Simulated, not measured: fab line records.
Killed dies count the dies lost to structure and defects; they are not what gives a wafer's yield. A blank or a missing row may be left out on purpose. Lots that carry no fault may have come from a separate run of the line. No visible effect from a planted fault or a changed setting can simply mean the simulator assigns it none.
The tool behind it: which one?    flow gf180mcu    15 lots, 45 wafers sampled, at 2 steps of a route of 602

== WHAT EACH GAUGE READ, for each wafer ==
GF_M4_RS_MEAS_05: measures by four-point-probe.
lot   measured      on             M4_ALCU_RS (ohm/sq)
L718  day 23 19:46  film-metro-02  0.0694 0.0694 0.0691
L720  day 24 06:50  film-metro-03  0.0697 0.0695 0.0701
L719  day 24 10:38  film-metro-03  0.0688 0.0696 0.0691
L722  day 25 00:18  film-metro-02  0.0696 0.0692 0.0699
L723  day 25 05:24  film-metro-04  0.0682 0.0682 0.0685
L724  day 25 14:07  film-metro-02  0.0691 0.0694 0.0694
L727  day 26 14:04  film-metro-02  0.0696 0.0700 0.0697
L729  day 27 07:59  film-metro-02  0.0708 0.0709 0.0706
L732  day 28 08:13  film-metro-02  0.0699 0.0688 0.0692
L733  day 28 11:44  film-metro-02  0.0684 0.0689 0.0685
L734  day 28 18:35  film-metro-03  0.0710 0.0704 0.0706
L735  day 29 01:00  film-metro-04  0.0701 0.0704 0.0694
L736  day 29 07:22  film-metro-04  0.0684 0.0695 0.0686
L737  day 29 19:24  film-metro-02  0.0715 0.0711 0.0712
L738  day 29 23:31  film-metro-03  0.0695 0.0690 0.0697

GF_M4_CD_MEAS_14: target cd 280 nm.
lot   measured      on         cd-nm (nm)
L718  day 24 18:05  cd-sem-02  279.9 280.8 279.6
L720  day 25 04:52  cd-sem-02  279.4 278.2 278.5
L719  day 25 07:42  cd-sem-02  278.9 279.3 280.2
L722  day 25 21:20  cd-sem-02  280.7 280.5 280.4
L723  day 26 02:55  cd-sem-02  281.2 280.2 279.8
L724  day 26 10:46  cd-sem-02  280.7 280.0 280.1
L727  day 27 10:24  cd-sem-01  280.3 280.8 280.6
L729  day 28 03:59  cd-sem-01  279.1 280.2 280.5
L732  day 29 03:27  cd-sem-02  282.1 282.0 282.2
L733  day 29 07:01  cd-sem-02  279.1 278.9 279.4
L734  day 29 13:40  cd-sem-01  279.8 279.5 278.7
L735  day 29 19:43  cd-sem-02  281.4 281.8 280.9
L736  day 30 02:08  cd-sem-02  279.2 279.8 279.6
L737  day 30 14:06  cd-sem-01  279.2 281.2 280.4
L738  day 30 17:58  cd-sem-01  278.8 279.3 279.3

== WHICH TOOL RAN EACH LOT (tool, then ch and the chambers of the sampled wafers, then the start) ==
There is no process step in the record ahead of these readings.

== WHAT THE TOOLS THEMSELVES READ (means of the sampled wafers that have a number; where no wafer has one, the mark that the record gives instead) ==
The record holds no such reading with a usual standard deviation.

== THE ANSWER, worked out from the rows above alone ==
Rule: the lots themselves supply what counts as usual. The widest of any qualifying gaps counts: lots, ordered by their means at a reading, are off when they make up no more than a third of the lots, leave a main group of 4 or more, and stand apart from it by 3 or more times the standard deviation of that group's means. If all means in a main group match to the digits the tables above print for the reading, that group is not used. A lot without any number at a reading at which 4 lots or more have one is off too. Any other lot the step has rows for is counted as sound. Order of review: gauges by route order, followed by the tools' own readings, for which a lot's mean as printed above is used. At the first step where some lot is off, the reading lying furthest off is the one used; lots without a number count as furthest.
Across all readings shown, no lot is off: no conclusion can be drawn from this.

== WHAT THE SIMULATOR HAD PUT IN ==
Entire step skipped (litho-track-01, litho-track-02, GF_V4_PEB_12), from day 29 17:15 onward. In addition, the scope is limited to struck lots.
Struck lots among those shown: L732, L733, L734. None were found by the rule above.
